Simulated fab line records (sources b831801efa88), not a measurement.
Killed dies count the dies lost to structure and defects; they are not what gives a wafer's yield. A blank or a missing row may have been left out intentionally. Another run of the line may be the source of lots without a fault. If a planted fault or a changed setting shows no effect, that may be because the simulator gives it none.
2 desks, one fault ; flow sfq_line ; numbers are kept per desk, each desk with only its own; the story behind them comes last

== THE TOOL OWNER'S DESK: rie_metal-04 ==
The tool's own readings at SFQ_TRILAYER_M0_ETCH_METAL_ETCH_024 (etches Nb in Cl2/Ar, stops on SiO2, target depth 240 nm, time 120 s): means of the sampled wafers that have a number, for each lot that ran on this tool. The brackets show how far a lot's mean lies from the usual mean; more than 4 standard deviations puts the lot out of limits, marked OUT.
Columns: A = chamber_pressure_mTorr at SFQ_TRILAYER_M0_ETCH_METAL_ETCH_024, usual 10.001 mTorr; B = drypump_motor_current_A at SFQ_TRILAYER_M0_ETCH_METAL_ETCH_024, usual 5.9 A; C = oes_product_au at SFQ_TRILAYER_M0_ETCH_METAL_ETCH_024, usual 0.898 a.u.; D = run_length_s at SFQ_TRILAYER_M0_ETCH_METAL_ETCH_024, usual 148.42 s
lot;first seen here;A;B;C;D
L986;day 11 21:59;10.009;6.3;0.893;148.67
L991;day 13 08:43;9.995;6.1;0.891;148.50
L996;day 13 15:55;9.999;6.1;0.960 (+8.1) OUT;140.08 (-29) OUT
Finding of this desk: L996 out of limits; the first was L996 at day 13 15:55, on oes_product_au at SFQ_TRILAYER_M0_ETCH_METAL_ETCH_024. In limits: L986, L991.

== METROLOGY DESK ==
Lot by lot, what the gauges showed, no matter which tool ran the lot: averages of those sampled wafers that carry a number. The brackets show how far a lot's mean lies from the usual mean; more than 4 standard deviations puts the lot out of limits, marked OUT.
Columns: A = M0_NB_RS at SFQ_M0_RS_MEAS_904, usual 0.884 ohm/sq; B = M0_OVL at SFQ_M0_OVL_MEAS_906, usual 0 nm
lot;first seen here;A;B
L986;day 7 17:17;0.894;4
L991;day 9 18:46;0.899;0
L996;day 11 11:19;0.891;-4
L997;day 11 18:04;0.880;-4
L102;day 13 07:10;0.882;-4
Finding of this desk: none of the 5 lots has anything out of limits.

== TAKEN TOGETHER ==
An alarm could have come from the tool owner's desk at day 13 15:55, on L996.
At the metrology desk, nothing out of limits was observed.
The metrology desk has L996 on record, within its limits.
SFQ_TRILAYER_M0_ETCH_METAL_ETCH_024 was run on rie_metal-04 by each of the lots named.

== WHAT WAS PUT IN BY THE SIMULATOR ==
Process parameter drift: rie_metal-04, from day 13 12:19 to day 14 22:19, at SFQ_TRILAYER_M0_ETCH_METAL_ETCH_024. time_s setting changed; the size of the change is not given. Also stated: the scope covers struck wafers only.
Struck lots among those shown: L996.
Hours from the fault's start to each desk's first reading out of limits: the tool owner's desk, 4.
